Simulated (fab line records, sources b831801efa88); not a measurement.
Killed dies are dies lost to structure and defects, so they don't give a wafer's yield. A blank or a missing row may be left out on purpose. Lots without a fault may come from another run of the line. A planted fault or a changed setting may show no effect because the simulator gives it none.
Problem report in the 8D (eight disciplines) form, filled by code | flow sky130 | the parts of the form that need people (team, actions taken, sign-off) are left out

1. THE PROBLEM
LDD_P_TW at SKY_LDD_P_TW_MEAS_11 reads a mean of 30 on 3 wafers of 1 lot; wafers without a fault read 633 with a standard deviation of 3.6. That is -99 or more standard deviations from the usual mean.
First seen on wafer L634.1, day 22 06:17, on film_metro-04. The record holds 39 wafers of 13 lots with a number at this step. Rule for "out", or "out of limits": more than 4 standard deviations from the usual mean. The other wafers with a number count as sound.

2. WHAT IT IS AND WHAT IT IS NOT
question                    | is                     | is not
which readings at this step | LDD_P_TW               | -
which lots                  | L634                   | L626, L627, L629, L630, L631, L633, L637, L644, L645, L646, L647, L648
which wafers of those lots  | all that have a number | -
read on which gauges        | film_metro-04          | film_metro-02, film_metro-03
when                        | from day 22 06:17      | up to then (18 sound wafers); but 18 sound wafers of L637, L644, L645, L646, L647, L648 came after

3. SUSPECTS, AND WHAT RULES EACH OUT
Counting: a tool at a process step up to the reading stays a suspect if it ran every lot that is out and no sound lot after the first of them.
- the gauge at SKY_LDD_P_TW_MEAS_11: ruled out. All the wafers that are out were read on film_metro-04, but those of them that SKY_LDD_N_STRIP_16 has rows for are out there too, on other tools.
- plasma_asher-03 at SKY_GATE_OXIDE_STRIP_13 (strips in O2/N2): ruled out as a lasting fault. Sound lots L637, L645 ran on it after its first lot that is out, L634 (day 16 20:58).
- plasma_asher-03 at SKY_LDD_N_STRIP_16 (strips in O2/N2): ruled out as a lasting fault. Sound lots L645, L648 ran on it after its first lot that is out, L634 (day 20 23:23).
- plasma_asher-03 at SKY_LDD_P_STRIP_10 (strips in O2/N2): ruled out as a lasting fault. Sound lots L648 ran on it after its first lot that is out, L634 (day 22 06:11).
Left after counting: nothing in the record.

4. THE CAUSE (what the simulator had put in)
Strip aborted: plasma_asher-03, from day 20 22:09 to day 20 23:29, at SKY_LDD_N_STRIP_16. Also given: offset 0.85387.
Counting ruled it out, wrongly: the rule takes a fault to strike every lot that its tool runs from its start on, and this one did not.

5. THE CHAIN OF EFFECTS, in route order
Each row: a reading whose mean over the struck wafers that have a number lies more than 3 standard deviations from the usual. Only readings for which the record gives a usual standard deviation are gone through. hours: the time from each lot's start at the first step in this table that gives one to its start at this step, as a median over the lots. sigmas: the change in usual standard deviations.
hours | step                 | reading                  | usual      | on struck wafers | change | sigmas
0     | SKY_LDD_N_STRIP_16   | oes_product_au           | 0.406 a.u. | 0.903            | +0.497 | +99 or more
31    | SKY_LDD_P_STRIP_10   | strip_time_to_endpoint_s | 14.19 s    | 15.79            | +1.60  | +41
31    | SKY_LDD_P_TW_MEAS_11 | LDD_P_TW                 | 633        | 30               | -603   | -99 or more
The process steps in it:
- SKY_LDD_N_STRIP_16: strips in O2/N2.
- SKY_LDD_P_STRIP_10: strips in O2/N2.
Readings that are blank on the struck wafers while sound wafers have them: strip_time_to_endpoint_s at SKY_LDD_N_STRIP_16.

6. WHAT WOULD HAVE CAUGHT IT SOONER
In this record the first reading out of limits at a measuring or inspecting step was taken at day 22 06:17, 32 hours after the fault began at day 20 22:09.
The tool's own readings at SKY_LDD_N_STRIP_16 were out on every struck wafer that the step has a row for (oes_product_au): an alarm limit on them would have fired on the first of those.
